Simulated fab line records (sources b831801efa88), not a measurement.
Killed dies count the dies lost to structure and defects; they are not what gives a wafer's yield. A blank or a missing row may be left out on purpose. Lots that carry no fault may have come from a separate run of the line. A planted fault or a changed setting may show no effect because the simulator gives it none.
Chamber matching :: flow gf180mcu :: 4 sister chambers for GF_V3_ETCH_16 on rie-diel-04
The step etches BARC in N2/H2. 18 wafers are shown with their chamber, then 9 later ones without.

== WAFERS PAIRED WITH THEIR CHAMBERS ==
wafer: L074.4
chamber: 0
drypump-motor-current-A (A): 5.3
oes-product-au (a.u.): 0.847
throttle-valve-pct (%): 13.222

wafer: L074.5
chamber: 3
drypump-motor-current-A (A): 5.8
oes-product-au (a.u.): 0.845
throttle-valve-pct (%): 13.226

wafer: L074.6
chamber: 2
drypump-motor-current-A (A): 6.3
oes-product-au (a.u.): 0.845
throttle-valve-pct (%): 13.243

wafer: L075.1
chamber: 3
drypump-motor-current-A (A): 5.8
oes-product-au (a.u.): 0.851
throttle-valve-pct (%): 13.239

wafer: L075.2
chamber: 1
drypump-motor-current-A (A): 5.7
oes-product-au (a.u.): 0.854
throttle-valve-pct (%): 13.228

wafer: L075.4
chamber: 2
drypump-motor-current-A (A): 6.3
oes-product-au (a.u.): 0.851
throttle-valve-pct (%): 13.238

wafer: L077.1
chamber: 3
drypump-motor-current-A (A): 5.7
oes-product-au (a.u.): 0.854
throttle-valve-pct (%): 13.222

wafer: L077.3
chamber: 0
drypump-motor-current-A (A): 5.3
oes-product-au (a.u.): 0.846
throttle-valve-pct (%): 13.229

wafer: L077.5
chamber: 2
drypump-motor-current-A (A): 6.3
oes-product-au (a.u.): 0.848
throttle-valve-pct (%): 13.218

wafer: L081.1
chamber: 2
drypump-motor-current-A (A): 6.3
oes-product-au (a.u.): 0.858
throttle-valve-pct (%): 13.217

wafer: L081.2
chamber: 1
drypump-motor-current-A (A): 5.6
oes-product-au (a.u.): 0.851
throttle-valve-pct (%): 13.220

wafer: L081.5
chamber: 3
drypump-motor-current-A (A): 5.8
oes-product-au (a.u.): 0.847
throttle-valve-pct (%): 13.229

wafer: L084.2
chamber: 3
drypump-motor-current-A (A): 5.8
oes-product-au (a.u.): 0.857
throttle-valve-pct (%): 13.212

wafer: L084.4
chamber: 2
drypump-motor-current-A (A): 6.3
oes-product-au (a.u.): 0.859
throttle-valve-pct (%): 13.216

wafer: L084.5
chamber: 1
drypump-motor-current-A (A): 5.6
oes-product-au (a.u.): 0.851
throttle-valve-pct (%): 13.222

wafer: L085.3
chamber: 3
drypump-motor-current-A (A): 5.7
oes-product-au (a.u.): 0.848
throttle-valve-pct (%): 13.212

wafer: L085.4
chamber: 1
drypump-motor-current-A (A): 5.6
oes-product-au (a.u.): 0.847
throttle-valve-pct (%): 13.220

wafer: L085.6
chamber: 2
drypump-motor-current-A (A): 6.3
oes-product-au (a.u.): 0.857
throttle-valve-pct (%): 13.234

SIGNATURES (averages over the wafers above)
reading: drypump-motor-current-A
chamber 0: 5.300
chamber 1: 5.625
chamber 2: 6.300
chamber 3: 5.767
scatter within a chamber: 0.0386

reading: oes-product-au
chamber 0: 0.84650
chamber 1: 0.85075
chamber 2: 0.85300
chamber 3: 0.85033
scatter within a chamber: 0.00462

reading: throttle-valve-pct
chamber 0: 13.22550
chamber 1: 13.22250
chamber 2: 13.22767
chamber 3: 13.22333
scatter within a chamber: 0.00977
Rule: a wafer's distance from a chamber is the root of the sum, over the readings, of the square of ((its reading less the chamber's mean) divided by the reading's scatter). If the next closest chamber is less than 2 further off than the closest, the wafer can't be placed; otherwise it belongs to the closest. How the scatter is found: for the shown wafers, subtract from each reading the mean of its chamber, square and add these, divide the total by (wafers less chambers), then take the root.

== WAFERS WITHOUT THEIR CHAMBER ==
wafer: L089.2
drypump-motor-current-A (A): 5.8
oes-product-au (a.u.): 0.855
throttle-valve-pct (%): 13.219

wafer: L089.3
drypump-motor-current-A (A): 6.3
oes-product-au (a.u.): 0.852
throttle-valve-pct (%): 13.230

wafer: L089.4
drypump-motor-current-A (A): 5.8
oes-product-au (a.u.): 0.853
throttle-valve-pct (%): 13.205

wafer: L095.1
drypump-motor-current-A (A): 5.8
oes-product-au (a.u.): 0.849
throttle-valve-pct (%): 13.224

wafer: L095.3
drypump-motor-current-A (A): 5.7
oes-product-au (a.u.): 0.847
throttle-valve-pct (%): 13.223

wafer: L095.5
drypump-motor-current-A (A): 5.6
oes-product-au (a.u.): 0.849
throttle-valve-pct (%): 13.231

wafer: L097.3
drypump-motor-current-A (A): 5.3
oes-product-au (a.u.): 0.848
throttle-valve-pct (%): 13.239

wafer: L097.4
drypump-motor-current-A (A): 5.7
oes-product-au (a.u.): 0.843
throttle-valve-pct (%): 13.225

wafer: L097.5
drypump-motor-current-A (A): 6.3
oes-product-au (a.u.): 0.855
throttle-valve-pct (%): 13.212

== WHICH CHAMBER EACH ONE RAN IN ==
wafer: L089.2
from the rows above: 3
in truth: 3

wafer: L089.3
from the rows above: 2
in truth: 2

wafer: L089.4
from the rows above: 3
in truth: 3

wafer: L095.1
from the rows above: 3
in truth: 3

wafer: L095.3
from the rows above: can't be placed: 3 or 1
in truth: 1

wafer: L095.5
from the rows above: 1
in truth: 1

wafer: L097.3
from the rows above: 0
in truth: 0

wafer: L097.4
from the rows above: can't be placed: 3 or 1
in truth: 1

wafer: L097.5
from the rows above: 2
in truth: 2
7 of 9 placed correctly. These rows do not allow placing 2 (true chamber among the candidates in 2). 0 placed wrongly.
